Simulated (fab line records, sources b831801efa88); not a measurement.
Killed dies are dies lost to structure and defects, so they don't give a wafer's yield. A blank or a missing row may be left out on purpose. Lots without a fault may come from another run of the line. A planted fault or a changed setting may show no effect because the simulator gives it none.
Which tool did it? | flow gf180mcu | 6 lots, 18 wafers sampled, at 2 steps of a route of 602

WHAT THE GAUGES READ, wafer by wafer
GF_HV_LDD_THK_MEAS_57.
lot  | measured     | on            | HV_LDD_CVD_56_THK (nm)
L394 | day 13 07:38 | film_metro-04 | 89.5 89.5 88.8
L397 | day 14 08:40 | film_metro-01 | 89.8 91.6 90.2
L399 | day 14 18:29 | film_metro-03 | 88.9 88.6 89.1
L402 | day 15 19:14 | film_metro-03 | 90.9 91.0 90.8
L406 | day 17 05:02 | film_metro-01 | 96.5 97.3 97.1 96.5 97.4 97.2
L408 | day 17 19:02 | film_metro-01 | 96.6 96.6 96.0 96.6 96.7 95.9

WHICH TOOL RAN EACH LOT (tool, then ch and the chambers of the sampled wafers, then the start)
lot  | GF_HV_LDD_CVD_56
L394 | lpcvd-02 ch 1, day 13 06:13
L397 | lpcvd-01 ch 1, day 14 07:13
L399 | lpcvd-01 ch 1, day 14 17:03
L402 | lpcvd-01 ch 1, day 15 17:48
L406 | lpcvd-02 ch 1, day 17 03:35
L408 | lpcvd-02 ch 0, day 17 17:37
- GF_HV_LDD_CVD_56: deposits Si3N4 from DCS/NH3, target thk 90 nm, time 1543 s.

THE ANSWER, worked out from the rows above alone
Rule: what is usual is taken from the lots themselves. Put in order of their means at a reading, lots are off if they are a third of the lots or fewer, leave a main group of 4 or more, and stand apart from it by a gap of 3 or more times the standard deviation of the main group's means; of several such gaps the widest counts. A main group whose means are all the same, to the digits that the tables above print for the reading, isn't used. A lot without any number at a reading at which 4 lots or more have one is off too. The other lots that the step has rows for count as sound.
Off: L406, L408, at GF_HV_LDD_THK_MEAS_57 (HV_LDD_CVD_56_THK). The main group: mean 89.9 nm, standard deviation 0.85.
A tool fits if, at a process step before that reading, it ran every lot that is off, and no sound lot after the first of them. The gauges at GF_HV_LDD_THK_MEAS_57 are tried like those tools. Can't be told from this: 2 tools fit, lpcvd-02 at GF_HV_LDD_CVD_56, film_metro-01 at GF_HV_LDD_THK_MEAS_57.

WHAT THE SIMULATOR HAD PUT IN
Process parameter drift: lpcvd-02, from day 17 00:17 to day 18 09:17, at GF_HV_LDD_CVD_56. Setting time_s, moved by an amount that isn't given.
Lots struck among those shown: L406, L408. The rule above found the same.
